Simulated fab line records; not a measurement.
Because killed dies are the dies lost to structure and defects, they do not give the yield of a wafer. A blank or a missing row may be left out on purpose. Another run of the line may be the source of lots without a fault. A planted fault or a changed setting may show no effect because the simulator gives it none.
2 desks, one fault / flow gf180mcu / what lay behind the numbers comes last; until then each desk has only its own

THE METROLOGY DESK
Lot by lot, what the gauges showed, no matter which tool ran the lot: averages of those sampled wafers that carry a number. If a lot's mean is further than 4 standard deviations from the usual mean, the lot is out of limits and carries the mark OUT (the distance appears in the brackets).
Columns: A = M1_ALCU_RS at GF_M1_RS_MEAS_05, usual 0.0693 ohm/sq; B = M1_ALCU_THK at GF_M1_THK_MEAS_06, usual 455 nm; C = cd nm at GF_M1_CD_MEAS_14, usual 230.0 nm; D = M1_OVL at GF_M1_OVL_MEAS_15, usual 2 nm
lot=L134; first seen here=day 16 18:25; A=0.0698; B=447; C=230.3; D=-2
lot=L138; first seen here=day 18 04:56; A=0.0694; B=456; C=231.5; D=5
lot=L146; first seen here=day 21 06:24; A=0.0692; B=456; C=231.1; D=0
lot=L147; first seen here=day 21 21:40; A=0.0693; B=456; C=229.2; D=1
lot=L151; first seen here=day 23 02:28; A=0.0694; B=456; C=228.3; D=7
lot=L155; first seen here=day 24 12:37; A=0.0696; B=453; C=229.1; D=3
Finding of this desk: none of the 6 lots has anything out of limits.

TOOL OWNER'S DESK, plasma asher-02
The tool's own readings at GF_M1_STRIP_17 (strips in O2/N2): means of the sampled wafers that have a number, for each lot that ran on this tool. If a lot's mean is further than 4 standard deviations from the usual mean, the lot is out of limits and carries the mark OUT (the distance appears in the brackets).
Columns: A = drypump motor current A at GF_M1_STRIP_17, usual 5.8 A; B = heater power w at GF_M1_STRIP_17, usual 309 W; C = o2 flow sccm at GF_M1_STRIP_17, usual 3000 sccm; D = oes product au at GF_M1_STRIP_17, usual 0.558 a.u.; E = platen temp c at GF_M1_STRIP_17, usual 250.00 C; F = strip time to endpoint s at GF_M1_STRIP_17, usual 7.87 s
lot=L134; first seen here=day 17 17:53; A=5.6; B=312; C=3001; D=0.558; E=250.01; F=7.84
lot=L146; first seen here=day 22 06:20; A=5.7; B=314; C=2398 (-60) OUT; D=0.562; E=249.95; F=8.10 (+5.0) OUT
lot=L147; first seen here=day 22 22:02; A=5.7; B=313; C=2403 (-60) OUT; D=0.555; E=249.94; F=7.98
This desk's finding: out of limits on L146, L147; first on L146, day 22 06:20 (o2 flow sccm at GF_M1_STRIP_17). Within limits: L134.

BROUGHT TOGETHER
An alarm could have come from the tool owner's desk at day 22 06:20, on L146, L147.
Nothing out of limits was seen by the metrology desk.
The metrology desk has L146, L147 on record, within its limits.
GF_M1_STRIP_17 was run on plasma asher-02 by each of the lots named.

WHAT HAD BEEN PUT IN BY THE SIMULATOR
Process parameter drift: plasma asher-02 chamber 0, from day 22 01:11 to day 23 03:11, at GF_M1_STRIP_17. The setting o2 flow sccm was moved by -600, starting from 3000. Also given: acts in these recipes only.
Shown lots that were struck: L146, L147.
How many hours passed from the start of the fault until each desk's first out-of-limits reading: the tool owner's desk, 5.
